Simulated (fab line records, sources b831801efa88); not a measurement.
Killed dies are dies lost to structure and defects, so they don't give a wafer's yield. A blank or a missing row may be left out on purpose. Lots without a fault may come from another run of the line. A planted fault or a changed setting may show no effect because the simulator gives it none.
Chamber matching | flow sfq_line | SFQ_TRILAYER_A5B_CMP_CMP_130 on cmp-01: 4 sister chambers
The step polishes, stops on Nb, target thk 340.7 nm. 8 wafers are shown with their chamber, then 7 later ones without.

WAFERS WITH THEIR CHAMBER
wafer  | chamber | motor_current_A (A) | slurry_flow_ml_min
L964.3 | 0       | 9.4                 | 149.6
L964.6 | 2       | 10.6                | 149.8
L965.2 | 1       | 11.4                | 149.6
L965.6 | 0       | 9.6                 | 150.2
L966.3 | 1       | 10.5                | 150.2
L966.6 | 3       | 10.6                | 150.3
L967.4 | 3       | 9.6                 | 150.3
L967.1 | 2       | 10.3                | 149.6

WAFERS WITHOUT THEIR CHAMBER
wafer  | motor_current_A (A) | slurry_flow_ml_min
L967.6 | 10.0                | 149.5
L976.2 | 11.0                | 149.6
L976.5 | 10.7                | 149.7
L976.6 | 9.7                 | 149.7
L979.3 | 11.4                | 150.4
L979.4 | 10.2                | 149.9
L979.5 | 9.8                 | 150.2

WHICH CHAMBER EACH WENT THROUGH
wafer  | from the rows above               | in truth
L967.6 | can't be placed: 2 or 0 or 1 or 3 | 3
L976.2 | can't be placed: 1 or 2 or 3      | 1
L976.5 | can't be placed: 2 or 1 or 3      | 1
L976.6 | can't be placed: 0 or 2 or 3 or 1 | 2
L979.3 | can't be placed: 1 or 3 or 2      | 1
L979.4 | can't be placed: 2 or 3 or 0 or 1 | 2
L979.5 | can't be placed: 3 or 0 or 2 or 1 | 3
Placed correctly: 0 of 7. Can't be placed from these rows: 7 (the true chamber is among the candidates in 7). Placed wrongly: 0.
How it was worked out, from the rows above alone: a wafer's distance from a chamber is the root of the sum, over the readings, of the square of ((its reading less the chamber's mean) divided by the reading's scatter). The wafer belongs to the nearest chamber; if the next one is less than 2 further off, it can't be placed. A chamber's mean is the mean of its shown wafers. The scatter: the root of (the sum of the squares of (reading less its chamber's mean) over the shown wafers, divided by (wafers less chambers)).
